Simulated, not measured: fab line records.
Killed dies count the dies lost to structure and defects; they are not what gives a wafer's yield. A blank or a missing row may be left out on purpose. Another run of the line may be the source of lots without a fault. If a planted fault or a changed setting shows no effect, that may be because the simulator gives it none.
The same fault as seen by 2 desks ; flow sky130 ; only its own numbers are on each desk; what lay behind them is given at the end

FROM THE METROLOGY DESK
What the gauges read for every lot (on any tool): the sampled wafers with a number, averaged. Marked OUT: a lot whose mean sits more than 4 standard deviations from the usual mean, which makes it out of limits; the brackets give that distance.
Columns: A = LI_CONTACT_HDPCVD_THK at SKY_LI_CONTACT_THK_MEAS_01, usual 936 nm; B = cd_nm at SKY_LI_CONTACT_CD_MEAS_12, usual 169.9 nm
lot;first seen here;A;B
L825;day 28 07:04;944;168.0
L826;day 28 14:30;933;169.8
L827;day 28 17:31;924;168.5
L828;day 29 04:41;929;171.1
L829;day 29 20:19;921;170.4
L830;day 30 03:26;931;173.8
L833;day 31 13:25;941;170.7
L834;day 31 13:28;949;172.0
L835;day 31 17:16;933;171.2
L836;day 31 22:15;937;168.6
L837;day 32 06:49;941;169.9
L839;day 33 01:19;937;168.6
L847;day 35 12:13;927;170.2
L848;day 35 14:01;940;170.4
This desk's verdict: no lot among the 14 shows anything out of limits.

THE TOOL OWNER'S DESK: litho_track-02
Per lot that ran on this tool, the mean of the sampled wafers carrying a number, from the tool's own readings at SKY_LOCAL_INTERCONNECT_SOFTBAKE_07 (time 90 s). Marked OUT: a lot whose mean sits more than 4 standard deviations from the usual mean, which makes it out of limits; the brackets give that distance.
Columns: A = heater_power_total_W at SKY_LOCAL_INTERCONNECT_SOFTBAKE_07, usual 57.35 W; B = plate_temp_C at SKY_LOCAL_INTERCONNECT_SOFTBAKE_07, usual 99.99 C
lot;first seen here;A;B
L826;day 30 09:00;57.37;100.07
L827;day 30 14:00;57.35;99.94
L828;day 31 01:00;57.28;99.96
L834;day 33 08:00;57.35;100.01
L835;day 33 12:00;57.33;99.85
L836;day 33 17:00;57.33;100.12
L837;day 34 01:00;54.45 (-26) OUT;96.25 (-29) OUT
L839;day 34 20:00;54.41 (-27) OUT;96.38 (-28) OUT
L848;day 37 07:00;57.39;99.94
Finding of this desk: L837, L839 out of limits; the first was L837 at day 34 01:00, on heater_power_total_W at SKY_LOCAL_INTERCONNECT_SOFTBAKE_07. L826, L827, L828, L834, L835, L836, L848: within limits.

TAKEN TOGETHER
The tool owner's desk could have raised an alarm at day 34 01:00, on L837, L839.
Nothing out of limits was seen by the metrology desk.
The metrology desk has L837, L839 on record, within its limits.
All the named lots went through SKY_LOCAL_INTERCONNECT_SOFTBAKE_07 on litho_track-02.

WHAT THE SIMULATOR PUT IN
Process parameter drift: litho_track-02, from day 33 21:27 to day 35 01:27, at SKY_LOCAL_INTERCONNECT_SOFTBAKE_07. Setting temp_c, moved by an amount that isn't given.
Lots struck among those shown: L837, L839.
How many hours passed from the start of the fault until each desk's first out-of-limits reading: the tool owner's desk, 4.
